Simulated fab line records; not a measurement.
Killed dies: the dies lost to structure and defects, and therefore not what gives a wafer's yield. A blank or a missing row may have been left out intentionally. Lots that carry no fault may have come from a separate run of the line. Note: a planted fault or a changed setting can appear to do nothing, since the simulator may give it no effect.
fab line records / flow sky130
record: lots: 11 wafers: 33 last-day: 48
route steps=708 shown FIELD_ISO@3 NWELL@65 VT_ADJUST_HVTR@142 SONOS_ONO@169
lots that met no fault: from a run of the same line without faults
start-h: hours from the record's first day to the start of the lot's first wafer shown / wait-h: hours from the lot's prior step to this one / " the same as in the row above / L1.1+2: several wafers, shown together as one row / - no value present, or no start provided / * or withheld: withheld / < > ~ a bound
route shown NAME@n: names a module that has steps shown in the file, with the first one's number in the route / usual: average and standard deviation across the fault-free wafers / same: alike in all rows / chamber/n: place in a boat / sites: the reading at each site / _std_site: standard deviation of those values / _edge_site: the outer-site mean with the inner-site mean subtracted / radius-mm: for every site, how far away it sits from the centre of the wafer / mask NAME#n: copy n / behind: the last tool/chamber to shape the wafer / hold: why the lot was held/for how many hours/how that ended / device: the transistor (n, p or np) that didn't switch / end of line: the route-end tests of the same wafers / where a step has no rows: the recipe by itself / killed: not the wafer's yield, but the dies lost to structure and defects at the first sort / map: per-die view of a wafer (x killed, . not killed, _ where there is no die)
set.NAME: the setting the step ran with; set.NAME@STEP: the setting that earlier step ran with / model.NAME: the simulator's own value behind a step, which no gauge read
a sample of lots followed through the steps of the route, with each step as a table and each wafer as a row
== steps ==
step: SKY_FIELD_ISO_THK_MEAS_02
recipe: reads: SiO2_of_FIELD_ISO_OXIDATION_01
usual: FIELD_ISO_OXIDATION_00_THK: 11.91/0.22
lot.wafer=L694.3 tool=film-metro-03 chamber=- start-h=11.65 wait-h=0.0 FIELD_ISO_OXIDATION_00_THK[nm]=11.69
lot.wafer=L694.5 tool=film-metro-03 chamber=- start-h=11.65 wait-h=0.0 FIELD_ISO_OXIDATION_00_THK[nm]=11.61
lot.wafer=L694.6 tool=film-metro-03 chamber=- start-h=11.65 wait-h=0.0 FIELD_ISO_OXIDATION_00_THK[nm]=11.81
lot.wafer=L695.2 tool=film-metro-01 chamber=- start-h=16.64 wait-h=0.0 FIELD_ISO_OXIDATION_00_THK[nm]=11.58
lot.wafer=L695.3 tool=film-metro-01 chamber=- start-h=16.64 wait-h=0.0 FIELD_ISO_OXIDATION_00_THK[nm]=11.88
lot.wafer=L695.5 tool=film-metro-01 chamber=- start-h=16.64 wait-h=0.0 FIELD_ISO_OXIDATION_00_THK[nm]=11.84
lot.wafer=L696.1 tool=film-metro-01 chamber=- start-h=21.63 wait-h=0.0 FIELD_ISO_OXIDATION_00_THK[nm]=12.23
lot.wafer=L696.3 tool=film-metro-01 chamber=- start-h=21.63 wait-h=0.0 FIELD_ISO_OXIDATION_00_THK[nm]=12.05
lot.wafer=L696.4 tool=film-metro-01 chamber=- start-h=21.63 wait-h=0.0 FIELD_ISO_OXIDATION_00_THK[nm]=12.04
lot.wafer=L697.2 tool=film-metro-03 chamber=- start-h=26.97 wait-h=0.0 FIELD_ISO_OXIDATION_00_THK[nm]=11.63
lot.wafer=L697.3 tool=film-metro-03 chamber=- start-h=26.97 wait-h=0.0 FIELD_ISO_OXIDATION_00_THK[nm]=11.59
lot.wafer=L697.4 tool=film-metro-03 chamber=- start-h=26.97 wait-h=0.0 FIELD_ISO_OXIDATION_00_THK[nm]=11.50
lot.wafer=L698.1 tool=film-metro-01 chamber=- start-h=33.71 wait-h=0.0 FIELD_ISO_OXIDATION_00_THK[nm]=11.87
lot.wafer=L698.2 tool=film-metro-01 chamber=- start-h=33.71 wait-h=0.0 FIELD_ISO_OXIDATION_00_THK[nm]=11.73
lot.wafer=L698.6 tool=film-metro-01 chamber=- start-h=33.71 wait-h=0.0 FIELD_ISO_OXIDATION_00_THK[nm]=11.93
lot.wafer=L699.1 tool=film-metro-03 chamber=- start-h=36.70 wait-h=0.0 FIELD_ISO_OXIDATION_00_THK[nm]=11.90
lot.wafer=L699.5 tool=film-metro-03 chamber=- start-h=36.70 wait-h=0.0 FIELD_ISO_OXIDATION_00_THK[nm]=11.76
lot.wafer=L699.6 tool=film-metro-03 chamber=- start-h=36.70 wait-h=0.0 FIELD_ISO_OXIDATION_00_THK[nm]=11.84
lot.wafer=L700.1 tool=film-metro-01 chamber=- start-h=42.06 wait-h=0.0 FIELD_ISO_OXIDATION_00_THK[nm]=11.80
lot.wafer=L700.2 tool=film-metro-01 chamber=- start-h=42.06 wait-h=0.0 FIELD_ISO_OXIDATION_00_THK[nm]=11.71
lot.wafer=L700.5 tool=film-metro-01 chamber=- start-h=42.06 wait-h=0.0 FIELD_ISO_OXIDATION_00_THK[nm]=11.70
lot.wafer=L703.3 tool=film-metro-03 chamber=- start-h=57.36 wait-h=0.0 FIELD_ISO_OXIDATION_00_THK[nm]=12.16
lot.wafer=L703.5 tool=film-metro-03 chamber=- start-h=57.36 wait-h=0.0 FIELD_ISO_OXIDATION_00_THK[nm]=12.36
lot.wafer=L703.6 tool=film-metro-03 chamber=- start-h=57.36 wait-h=0.0 FIELD_ISO_OXIDATION_00_THK[nm]=12.29
lot.wafer=L704.1 tool=film-metro-01 chamber=- start-h=62.52 wait-h=0.0 FIELD_ISO_OXIDATION_00_THK[nm]=12.15
lot.wafer=L704.2 tool=film-metro-01 chamber=- start-h=62.52 wait-h=0.0 FIELD_ISO_OXIDATION_00_THK[nm]=11.99
lot.wafer=L704.3 tool=film-metro-01 chamber=- start-h=62.52 wait-h=0.0 FIELD_ISO_OXIDATION_00_THK[nm]=12.27
lot.wafer=L705.1 tool=film-metro-04 chamber=- start-h=66.97 wait-h=0.0 FIELD_ISO_OXIDATION_00_THK[nm]=12.08
lot.wafer=L705.2 tool=film-metro-04 chamber=- start-h=66.97 wait-h=0.0 FIELD_ISO_OXIDATION_00_THK[nm]=12.18
lot.wafer=L705.5 tool=film-metro-04 chamber=- start-h=66.97 wait-h=0.0 FIELD_ISO_OXIDATION_00_THK[nm]=12.22
lot.wafer=L706.4 tool=film-metro-03 chamber=- start-h=71.66 wait-h=0.0 FIELD_ISO_OXIDATION_00_THK[nm]=11.78
lot.wafer=L706.5 tool=film-metro-03 chamber=- start-h=71.66 wait-h=0.0 FIELD_ISO_OXIDATION_00_THK[nm]=11.94
lot.wafer=L706.6 tool=film-metro-03 chamber=- start-h=71.66 wait-h=0.0 FIELD_ISO_OXIDATION_00_THK[nm]=11.84
step: SKY_NWELL_IMPLANT_12
recipe: species: P energy-kev: 120 dose-cm2: 1.3e+12 tilt-deg: withheld
usual: beam-energy-keV: 120.00/0.037 faraday-current-uA: 7.32/0.15 implant-ion-amu: 31/0
lot.wafer=L694.3 tool=implanter-02 chamber=0 start-h=86.60 wait-h=0.1 beam-energy-keV=119.99 faraday-current-uA=7.16 implant-ion-amu=31
lot.wafer=L694.5 tool=implanter-02 chamber=0 start-h=86.60 wait-h=0.1 beam-energy-keV=119.95 faraday-current-uA=7.35 implant-ion-amu=31
lot.wafer=L694.6 tool=implanter-02 chamber=0 start-h=86.60 wait-h=0.1 beam-energy-keV=119.99 faraday-current-uA=7.22 implant-ion-amu=31
lot.wafer=L695.2 tool=implanter-04 chamber=0 start-h=90.09 wait-h=0.1 beam-energy-keV=119.98 faraday-current-uA=7.67 implant-ion-amu=31
lot.wafer=L695.3 tool=implanter-04 chamber=0 start-h=90.09 wait-h=0.1 beam-energy-keV=120.00 faraday-current-uA=7.15 implant-ion-amu=31
lot.wafer=L695.5 tool=implanter-04 chamber=0 start-h=90.09 wait-h=0.1 beam-energy-keV=120.02 faraday-current-uA=7.32 implant-ion-amu=31
lot.wafer=L696.1 tool=implanter-03 chamber=0 start-h=96.15 wait-h=0.1 beam-energy-keV=119.97 faraday-current-uA=6.88 implant-ion-amu=31
lot.wafer=L696.3 tool=implanter-03 chamber=0 start-h=96.15 wait-h=0.1 beam-energy-keV=119.90 faraday-current-uA=7.26 implant-ion-amu=31
lot.wafer=L696.4 tool=implanter-03 chamber=0 start-h=96.15 wait-h=0.1 beam-energy-keV=120.02 faraday-current-uA=7.11 implant-ion-amu=31
lot.wafer=L697.2 tool=implanter-04 chamber=0 start-h=99.93 wait-h=0.1 beam-energy-keV=119.97 faraday-current-uA=7.49 implant-ion-amu=31
lot.wafer=L697.3 tool=implanter-04 chamber=0 start-h=99.93 wait-h=0.1 beam-energy-keV=120.01 faraday-current-uA=7.32 implant-ion-amu=31
lot.wafer=L697.4 tool=implanter-04 chamber=0 start-h=99.93 wait-h=0.1 beam-energy-keV=120.04 faraday-current-uA=7.14 implant-ion-amu=31
lot.wafer=L698.1 tool=implanter-03 chamber=0 start-h=110.90 wait-h=0.1 beam-energy-keV=119.99 faraday-current-uA=7.36 implant-ion-amu=31
lot.wafer=L698.2 tool=implanter-03 chamber=0 start-h=110.90 wait-h=0.1 beam-energy-keV=120.01 faraday-current-uA=7.28 implant-ion-amu=31
lot.wafer=L698.6 tool=implanter-03 chamber=0 start-h=110.90 wait-h=0.1 beam-energy-keV=119.92 faraday-current-uA=7.40 implant-ion-amu=31
lot.wafer=L699.1 tool=implanter-02 chamber=0 start-h=117.25 wait-h=0.1 beam-energy-keV=120.03 faraday-current-uA=7.32 implant-ion-amu=31
lot.wafer=L699.5 tool=implanter-02 chamber=0 start-h=117.25 wait-h=0.1 beam-energy-keV=120.05 faraday-current-uA=7.08 implant-ion-amu=31
lot.wafer=L699.6 tool=implanter-02 chamber=0 start-h=117.25 wait-h=0.1 beam-energy-keV=119.98 faraday-current-uA=7.34 implant-ion-amu=31
lot.wafer=L700.1 tool=implanter-02 chamber=0 start-h=122.51 wait-h=0.1 beam-energy-keV=119.97 faraday-current-uA=7.33 implant-ion-amu=31
lot.wafer=L700.2 tool=implanter-02 chamber=0 start-h=122.51 wait-h=0.1 beam-energy-keV=119.95 faraday-current-uA=7.24 implant-ion-amu=31
lot.wafer=L700.5 tool=implanter-02 chamber=0 start-h=122.51 wait-h=0.1 beam-energy-keV=120.01 faraday-current-uA=7.32 implant-ion-amu=31
lot.wafer=L703.3 tool=implanter-03 chamber=0 start-h=138.00 wait-h=0.1 beam-energy-keV=119.94 faraday-current-uA=7.36 implant-ion-amu=75
lot.wafer=L703.5 tool=implanter-03 chamber=0 start-h=138.00 wait-h=0.1 beam-energy-keV=119.97 faraday-current-uA=7.33 implant-ion-amu=75
lot.wafer=L703.6 tool=implanter-03 chamber=0 start-h=138.00 wait-h=0.1 beam-energy-keV=120.00 faraday-current-uA=7.51 implant-ion-amu=75
lot.wafer=L704.1 tool=implanter-03 chamber=0 start-h=143.66 wait-h=0.1 beam-energy-keV=120.02 faraday-current-uA=7.08 implant-ion-amu=75
lot.wafer=L704.2 tool=implanter-03 chamber=0 start-h=143.66 wait-h=0.1 beam-energy-keV=119.96 faraday-current-uA=7.28 implant-ion-amu=75
lot.wafer=L704.3 tool=implanter-03 chamber=0 start-h=143.66 wait-h=0.1 beam-energy-keV=119.99 faraday-current-uA=7.46 implant-ion-amu=75
lot.wafer=L705.1 tool=implanter-03 chamber=0 start-h=149.40 wait-h=0.1 beam-energy-keV=119.97 faraday-current-uA=7.29 implant-ion-amu=75
lot.wafer=L705.2 tool=implanter-03 chamber=0 start-h=149.40 wait-h=0.1 beam-energy-keV=120.00 faraday-current-uA=7.43 implant-ion-amu=75
lot.wafer=L705.5 tool=implanter-03 chamber=0 start-h=149.40 wait-h=0.1 beam-energy-keV=120.00 faraday-current-uA=7.30 implant-ion-amu=75
lot.wafer=L706.4 tool=implanter-02 chamber=0 start-h=155.02 wait-h=0.1 beam-energy-keV=120.04 faraday-current-uA=7.11 implant-ion-amu=75
lot.wafer=L706.5 tool=implanter-02 chamber=0 start-h=155.02 wait-h=0.1 beam-energy-keV=120.03 faraday-current-uA=7.23 implant-ion-amu=75
lot.wafer=L706.6 tool=implanter-02 chamber=0 start-h=155.02 wait-h=0.1 beam-energy-keV=120.03 faraday-current-uA=7.69 implant-ion-amu=75
step: SKY_NWELL_TW_MEAS_15
usual: NWELL_TW: 1821/11
lot.wafer=L694.3 tool=film-metro-01 chamber=- start-h=86.97 wait-h=0.1 NWELL_TW=1818
lot.wafer=L694.5 tool=film-metro-01 chamber=- start-h=86.97 wait-h=0.1 NWELL_TW=1820
lot.wafer=L694.6 tool=film-metro-01 chamber=- start-h=86.97 wait-h=0.1 NWELL_TW=1821
lot.wafer=L695.2 tool=film-metro-03 chamber=- start-h=90.47 wait-h=0.1 NWELL_TW=1830
lot.wafer=L695.3 tool=film-metro-03 chamber=- start-h=90.47 wait-h=0.1 NWELL_TW=1823
lot.wafer=L695.5 tool=film-metro-03 chamber=- start-h=90.47 wait-h=0.1 NWELL_TW=1825
lot.wafer=L696.1 tool=film-metro-03 chamber=- start-h=96.55 wait-h=0.1 NWELL_TW=1842
lot.wafer=L696.3 tool=film-metro-03 chamber=- start-h=96.55 wait-h=0.1 NWELL_TW=1822
lot.wafer=L696.4 tool=film-metro-03 chamber=- start-h=96.55 wait-h=0.1 NWELL_TW=1830
lot.wafer=L697.2 tool=film-metro-02 chamber=- start-h=100.31 wait-h=0.1 NWELL_TW=1801
lot.wafer=L697.3 tool=film-metro-02 chamber=- start-h=100.31 wait-h=0.1 NWELL_TW=1821
lot.wafer=L697.4 tool=film-metro-02 chamber=- start-h=100.31 wait-h=0.1 NWELL_TW=1813
lot.wafer=L698.1 tool=film-metro-02 chamber=- start-h=111.30 wait-h=0.1 NWELL_TW=1829
lot.wafer=L698.2 tool=film-metro-02 chamber=- start-h=111.30 wait-h=0.1 NWELL_TW=1814
lot.wafer=L698.6 tool=film-metro-02 chamber=- start-h=111.30 wait-h=0.1 NWELL_TW=1807
lot.wafer=L699.1 tool=film-metro-03 chamber=- start-h=117.65 wait-h=0.1 NWELL_TW=1836
lot.wafer=L699.5 tool=film-metro-03 chamber=- start-h=117.65 wait-h=0.1 NWELL_TW=1851
lot.wafer=L699.6 tool=film-metro-03 chamber=- start-h=117.65 wait-h=0.1 NWELL_TW=1839
lot.wafer=L700.1 tool=film-metro-01 chamber=- start-h=122.91 wait-h=0.1 NWELL_TW=1802
lot.wafer=L700.2 tool=film-metro-01 chamber=- start-h=122.91 wait-h=0.1 NWELL_TW=1804
lot.wafer=L700.5 tool=film-metro-01 chamber=- start-h=122.91 wait-h=0.1 NWELL_TW=1808
lot.wafer=L703.3 tool=film-metro-01 chamber=- start-h=138.37 wait-h=0.1 NWELL_TW=1845
lot.wafer=L703.5 tool=film-metro-01 chamber=- start-h=138.37 wait-h=0.1 NWELL_TW=1843
lot.wafer=L703.6 tool=film-metro-01 chamber=- start-h=138.37 wait-h=0.1 NWELL_TW=1834
lot.wafer=L704.1 tool=film-metro-02 chamber=- start-h=144.06 wait-h=0.1 NWELL_TW=1852
lot.wafer=L704.2 tool=film-metro-02 chamber=- start-h=144.06 wait-h=0.1 NWELL_TW=1852
lot.wafer=L704.3 tool=film-metro-02 chamber=- start-h=144.06 wait-h=0.1 NWELL_TW=1868
lot.wafer=L705.1 tool=film-metro-01 chamber=- start-h=149.80 wait-h=0.1 NWELL_TW=1852
lot.wafer=L705.2 tool=film-metro-01 chamber=- start-h=149.80 wait-h=0.1 NWELL_TW=1854
lot.wafer=L705.5 tool=film-metro-01 chamber=- start-h=149.80 wait-h=0.1 NWELL_TW=1854
lot.wafer=L706.4 tool=film-metro-02 chamber=- start-h=155.38 wait-h=0.1 NWELL_TW=1851
lot.wafer=L706.5 tool=film-metro-02 chamber=- start-h=155.38 wait-h=0.1 NWELL_TW=1862
lot.wafer=L706.6 tool=film-metro-02 chamber=- start-h=155.38 wait-h=0.1 NWELL_TW=1858
step: SKY_VT_ADJUST_HVTR_TW_MEAS_11
usual: VT_ADJUST_HVTR_TW: 211.0/1.3
lot.wafer=L694.3 tool=film-metro-02 chamber=- start-h=206.00 wait-h=0.1 VT_ADJUST_HVTR_TW=210.3
lot.wafer=L694.5 tool=film-metro-02 chamber=- start-h=206.00 wait-h=0.1 VT_ADJUST_HVTR_TW=212.2
lot.wafer=L694.6 tool=film-metro-02 chamber=- start-h=206.00 wait-h=0.1 VT_ADJUST_HVTR_TW=211.6
lot.wafer=L695.2 tool=film-metro-03 chamber=- start-h=209.39 wait-h=0.1 VT_ADJUST_HVTR_TW=210.4
lot.wafer=L695.3 tool=film-metro-03 chamber=- start-h=209.39 wait-h=0.1 VT_ADJUST_HVTR_TW=210.8
lot.wafer=L695.5 tool=film-metro-03 chamber=- start-h=209.39 wait-h=0.1 VT_ADJUST_HVTR_TW=211.4
lot.wafer=L696.1 tool=film-metro-03 chamber=- start-h=217.88 wait-h=0.1 VT_ADJUST_HVTR_TW=212.9
lot.wafer=L696.3 tool=film-metro-03 chamber=- start-h=217.88 wait-h=0.1 VT_ADJUST_HVTR_TW=212.1
lot.wafer=L696.4 tool=film-metro-03 chamber=- start-h=217.88 wait-h=0.1 VT_ADJUST_HVTR_TW=211.5
lot.wafer=L697.2 tool=film-metro-03 chamber=- start-h=221.29 wait-h=0.1 VT_ADJUST_HVTR_TW=211.5
lot.wafer=L697.3 tool=film-metro-03 chamber=- start-h=221.29 wait-h=0.1 VT_ADJUST_HVTR_TW=213.3
lot.wafer=L697.4 tool=film-metro-03 chamber=- start-h=221.29 wait-h=0.1 VT_ADJUST_HVTR_TW=212.6
lot.wafer=L698.1 tool=film-metro-02 chamber=- start-h=234.63 wait-h=0.1 VT_ADJUST_HVTR_TW=212.7
lot.wafer=L698.2 tool=film-metro-02 chamber=- start-h=234.63 wait-h=0.1 VT_ADJUST_HVTR_TW=211.2
lot.wafer=L698.6 tool=film-metro-02 chamber=- start-h=234.63 wait-h=0.1 VT_ADJUST_HVTR_TW=210.8
lot.wafer=L699.1 tool=film-metro-03 chamber=- start-h=241.67 wait-h=0.1 VT_ADJUST_HVTR_TW=213.2
lot.wafer=L699.5 tool=film-metro-03 chamber=- start-h=241.67 wait-h=0.1 VT_ADJUST_HVTR_TW=213.5
lot.wafer=L699.6 tool=film-metro-03 chamber=- start-h=241.67 wait-h=0.1 VT_ADJUST_HVTR_TW=213.4
lot.wafer=L700.1 tool=film-metro-02 chamber=- start-h=250.53 wait-h=0.1 VT_ADJUST_HVTR_TW=209.6
lot.wafer=L700.2 tool=film-metro-02 chamber=- start-h=250.53 wait-h=0.1 VT_ADJUST_HVTR_TW=210.3
lot.wafer=L700.5 tool=film-metro-02 chamber=- start-h=250.53 wait-h=0.1 VT_ADJUST_HVTR_TW=210.0
lot.wafer=L703.3 tool=film-metro-03 chamber=- start-h=268.10 wait-h=0.1 VT_ADJUST_HVTR_TW=212.9
lot.wafer=L703.5 tool=film-metro-03 chamber=- start-h=268.10 wait-h=0.1 VT_ADJUST_HVTR_TW=212.8
lot.wafer=L703.6 tool=film-metro-03 chamber=- start-h=268.10 wait-h=0.1 VT_ADJUST_HVTR_TW=213.5
lot.wafer=L704.1 tool=film-metro-01 chamber=- start-h=274.72 wait-h=0.1 VT_ADJUST_HVTR_TW=212.3
lot.wafer=L704.2 tool=film-metro-01 chamber=- start-h=274.72 wait-h=0.1 VT_ADJUST_HVTR_TW=211.7
lot.wafer=L704.3 tool=film-metro-01 chamber=- start-h=274.72 wait-h=0.1 VT_ADJUST_HVTR_TW=210.4
lot.wafer=L705.1 tool=film-metro-01 chamber=- start-h=281.71 wait-h=0.1 VT_ADJUST_HVTR_TW=212.2
lot.wafer=L705.2 tool=film-metro-01 chamber=- start-h=281.71 wait-h=0.1 VT_ADJUST_HVTR_TW=211.8
lot.wafer=L705.5 tool=film-metro-01 chamber=- start-h=281.71 wait-h=0.1 VT_ADJUST_HVTR_TW=210.6
lot.wafer=L706.4 tool=film-metro-01 chamber=- start-h=289.96 wait-h=0.1 VT_ADJUST_HVTR_TW=211.2
lot.wafer=L706.5 tool=film-metro-01 chamber=- start-h=289.96 wait-h=0.1 VT_ADJUST_HVTR_TW=210.3
lot.wafer=L706.6 tool=film-metro-01 chamber=- start-h=289.96 wait-h=0.1 VT_ADJUST_HVTR_TW=210.2
step: SKY_SONOS_ONO_THK_MEAS_01
recipe: reads: SiO2_of_SONOS_ONO_OXIDATION_00
usual: SONOS_ONO_OXIDATION_THK: 2.60/0.047
lot.wafer=L694.3 tool=film-metro-03 chamber=- start-h=255.70 wait-h=0.0 SONOS_ONO_OXIDATION_THK[nm]=2.56
lot.wafer=L694.5 tool=film-metro-03 chamber=- start-h=255.70 wait-h=0.0 SONOS_ONO_OXIDATION_THK[nm]=2.56
lot.wafer=L694.6 tool=film-metro-03 chamber=- start-h=255.70 wait-h=0.0 SONOS_ONO_OXIDATION_THK[nm]=2.53
lot.wafer=L695.2 tool=film-metro-01 chamber=- start-h=262.71 wait-h=0.0 SONOS_ONO_OXIDATION_THK[nm]=2.65
lot.wafer=L695.3 tool=film-metro-01 chamber=- start-h=262.71 wait-h=0.0 SONOS_ONO_OXIDATION_THK[nm]=2.64
lot.wafer=L695.5 tool=film-metro-01 chamber=- start-h=262.71 wait-h=0.0 SONOS_ONO_OXIDATION_THK[nm]=2.59
lot.wafer=L696.1 tool=film-metro-04 chamber=- start-h=271.94 wait-h=0.0 SONOS_ONO_OXIDATION_THK[nm]=2.61
lot.wafer=L696.3 tool=film-metro-04 chamber=- start-h=271.94 wait-h=0.0 SONOS_ONO_OXIDATION_THK[nm]=2.61
lot.wafer=L696.4 tool=film-metro-04 chamber=- start-h=271.94 wait-h=0.0 SONOS_ONO_OXIDATION_THK[nm]=2.68
lot.wafer=L697.2 tool=film-metro-03 chamber=- start-h=271.95 wait-h=0.0 SONOS_ONO_OXIDATION_THK[nm]=2.63
lot.wafer=L697.3 tool=film-metro-03 chamber=- start-h=271.95 wait-h=0.0 SONOS_ONO_OXIDATION_THK[nm]=2.56
lot.wafer=L697.4 tool=film-metro-03 chamber=- start-h=271.95 wait-h=0.0 SONOS_ONO_OXIDATION_THK[nm]=2.56
lot.wafer=L698.1 tool=film-metro-04 chamber=- start-h=288.65 wait-h=0.0 SONOS_ONO_OXIDATION_THK[nm]=2.58
lot.wafer=L698.2 tool=film-metro-04 chamber=- start-h=288.65 wait-h=0.0 SONOS_ONO_OXIDATION_THK[nm]=2.57
lot.wafer=L698.6 tool=film-metro-04 chamber=- start-h=288.65 wait-h=0.0 SONOS_ONO_OXIDATION_THK[nm]=2.60
lot.wafer=L699.1 tool=film-metro-04 chamber=- start-h=294.32 wait-h=0.0 SONOS_ONO_OXIDATION_THK[nm]=2.60
lot.wafer=L699.5 tool=film-metro-04 chamber=- start-h=294.32 wait-h=0.0 SONOS_ONO_OXIDATION_THK[nm]=2.68
lot.wafer=L699.6 tool=film-metro-04 chamber=- start-h=294.32 wait-h=0.0 SONOS_ONO_OXIDATION_THK[nm]=2.61
lot.wafer=L700.1 tool=film-metro-04 chamber=- start-h=301.46 wait-h=0.0 SONOS_ONO_OXIDATION_THK[nm]=2.63
lot.wafer=L700.2 tool=film-metro-04 chamber=- start-h=301.46 wait-h=0.0 SONOS_ONO_OXIDATION_THK[nm]=2.56
lot.wafer=L700.5 tool=film-metro-04 chamber=- start-h=301.46 wait-h=0.0 SONOS_ONO_OXIDATION_THK[nm]=2.51
lot.wafer=L703.3 tool=film-metro-01 chamber=- start-h=319.63 wait-h=0.0 SONOS_ONO_OXIDATION_THK[nm]=2.69
lot.wafer=L703.5 tool=film-metro-01 chamber=- start-h=319.63 wait-h=0.0 SONOS_ONO_OXIDATION_THK[nm]=2.66
lot.wafer=L703.6 tool=film-metro-01 chamber=- start-h=319.63 wait-h=0.0 SONOS_ONO_OXIDATION_THK[nm]=2.62
lot.wafer=L704.1 tool=film-metro-03 chamber=- start-h=325.60 wait-h=0.0 SONOS_ONO_OXIDATION_THK[nm]=2.61
lot.wafer=L704.2 tool=film-metro-03 chamber=- start-h=325.60 wait-h=0.0 SONOS_ONO_OXIDATION_THK[nm]=2.69
lot.wafer=L704.3 tool=film-metro-03 chamber=- start-h=325.60 wait-h=0.0 SONOS_ONO_OXIDATION_THK[nm]=2.55
lot.wafer=L705.1 tool=film-metro-01 chamber=- start-h=335.44 wait-h=0.0 SONOS_ONO_OXIDATION_THK[nm]=2.59
lot.wafer=L705.2 tool=film-metro-01 chamber=- start-h=335.44 wait-h=0.0 SONOS_ONO_OXIDATION_THK[nm]=2.67
lot.wafer=L705.5 tool=film-metro-01 chamber=- start-h=335.44 wait-h=0.0 SONOS_ONO_OXIDATION_THK[nm]=2.65
lot.wafer=L706.4 tool=film-metro-01 chamber=- start-h=343.32 wait-h=0.0 SONOS_ONO_OXIDATION_THK[nm]=2.57
lot.wafer=L706.5 tool=film-metro-01 chamber=- start-h=343.32 wait-h=0.0 SONOS_ONO_OXIDATION_THK[nm]=2.64
lot.wafer=L706.6 tool=film-metro-01 chamber=- start-h=343.32 wait-h=0.0 SONOS_ONO_OXIDATION_THK[nm]=2.58
== key ==
first-sign: step: SKY_NWELL_IMPLANT_12 reading: implant-ion-amu direction: up sigmas: 99+ usual: 31 struck: 75
effect: step: SKY_NWELL_TW_MEAS_15 reading: NWELL_TW direction: up sigmas: 2.8 usual: 1821 struck: 1852
met-at SKY_NWELL_IMPLANT_12
struck-lots L703,L704,L705,L706
tester-left-out L703,L704,L705,L706
not-acting-at SKY_FIELD_ISO_THK_MEAS_02,SKY_VT_ADJUST_HVTR_TW_MEAS_11,SKY_SONOS_ONO_THK_MEAS_01
onset-between 122.51 138.00
fault: kind: wrong-recipe-download tool: implanter-02,implanter-03,implanter-04 chamber: - onset-h: 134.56 steps: SKY_NWELL_IMPLANT_12 wrong-recipe.not-listed: 1
tester-left-out: of these lots the tester's yield and bins aren't shown, on N5 and GAA mostly nor the transistor test; their killed dies are dies lost to structure and defects alone, not to doping, threshold or leakage, so they don't give the yield
